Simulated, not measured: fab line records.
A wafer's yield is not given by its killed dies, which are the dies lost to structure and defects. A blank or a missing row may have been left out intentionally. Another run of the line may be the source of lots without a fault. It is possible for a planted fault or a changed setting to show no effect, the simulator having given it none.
8D (eight disciplines) problem report, filled in by code    flow sky130    the parts of the form that need people (team, actions taken, sign-off) are left out

== 1. WHAT WENT WRONG ==
Mean SD_N_TW at SKY_SD_N_TW_MEAS_12: 3675 over 6 wafers in 2 lots; fault-free wafers: 3971, standard deviation 18. That puts it -16 standard deviations away from the usual mean.
The first sign was on wafer L655.1 at day 32 12:37, on filmMetro-02. The record holds 33 wafers of 11 lots with a number at this step. The rule behind "out" and "out of limits": a value lying over 4 standard deviations away from the usual mean. The rest of the wafers with a number are treated as sound.

== 2. WHAT IT IS AND WHAT IT IS NOT ==
question                     is                          is not
which readings at this step  SD_N_TW                     -
which lots                   L655, L658                  L643, L645, L646, L647, L648, L649, L650, L653, L659
which wafers of those lots   all that have a number      -
read on which gauges         filmMetro-02, filmMetro-03  filmMetro-04
when                         from day 32 12:37           up to then (24 sound wafers); but 3 sound wafers of L659 came after

== 3. THE SUSPECTS, EACH WITH WHAT RULES IT OUT ==
Counting: a tool at a process step up to the reading stays a suspect if it ran every lot that is out and no sound lot after the first of them.
- the gauge at SKY_SD_N_TW_MEAS_12: ruled out. Those wafers that are out were read across 2 gauges (filmMetro-02, filmMetro-03).
- plasmaAsher-01 at SKY_SONOS_ONO_STRIP_17 (strips in O2/N2): ruled out as a lasting fault. Sound lots L659 ran on it after its first lot that is out, L655 (day 17 03:26).
- implanter-04 at SKY_SD_N_IMPLANT_09: kept. All lots that are out passed through it, beginning with L655 at day 32 12:13, and no sound lot followed; its final sound lot before that point was L653 at day 31 16:34. Its own beamEnergyKeV readings are out on those wafers.
- plasmaAsher-03 at SKY_SD_N_STRIP_11 (strips in O2/N2): kept. All lots that are out passed through it, beginning with L655 at day 32 12:31, and no sound lot followed; its final sound lot before that point was L647 at day 30 00:01. Its own oesProductAu, stripTimeToEndpointS readings are out on those wafers.
Left after counting: implanter-04 at SKY_SD_N_IMPLANT_09, plasmaAsher-03 at SKY_SD_N_STRIP_11.

== 4. THE CAUSE (what the simulator had put in) ==
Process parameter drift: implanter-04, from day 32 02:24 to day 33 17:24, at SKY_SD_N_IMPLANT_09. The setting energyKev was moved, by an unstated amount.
Of the 2 suspects that counting leaves, this tool is one.

== 5. THE EFFECT CHAIN, in route order ==
Rows list readings where the struck wafers' mean (over those with a number) sits beyond 3 standard deviations from the usual. Scope: only readings with a usual standard deviation given in the record; hours: median across lots of the time from each lot's start at the first step in this table that gives one to its start at this step; sigmas: change in usual standard deviations.
hours  step                 reading               usual         on struck wafers  change   sigmas
0      SKY_SD_N_IMPLANT_09  beamEnergyKeV         49.999        36.413            -13.586  -99 or more
0      SKY_SD_N_STRIP_11    oesProductAu          0.528 a.u.    0.561             +0.033   +6.7
0      SKY_SD_N_STRIP_11    stripTimeToEndpointS  22.55 s       20.47             -2.08    -38
0      SKY_SD_N_TW_MEAS_12  SD_N_TW               3971          3675              -296     -16
1      SKY_SD_N_RS_MEAS_16  SD_N_RS               68.55 ohm/sq  79.52             +10.97   +91
Here are the process steps it includes:
- SKY_SD_N_IMPLANT_09
- SKY_SD_N_STRIP_11: strips in O2/N2.
Later steps that measure or inspect, where all struck wafers having a row at the step show a number for every such reading and not one has moved that far: SKY_CONTACT_THK_MEAS_01.

== 6. HOW IT WOULD HAVE BEEN CAUGHT EARLIER ==
10 hours passed between the start of the fault at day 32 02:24 and the first reading out of limits at a measuring or inspecting step in this record, taken at day 32 12:37.
Tool's own readings at SKY_SD_N_IMPLANT_09, beamEnergyKeV: out on all struck wafers the step has rows for; an alarm limit on them would have tripped on the first.
Of the lots that are out (2), L658 began SKY_SD_N_IMPLANT_09 on implanter-04 after day 32 12:37. A hold on the tool at that time would have spared it.
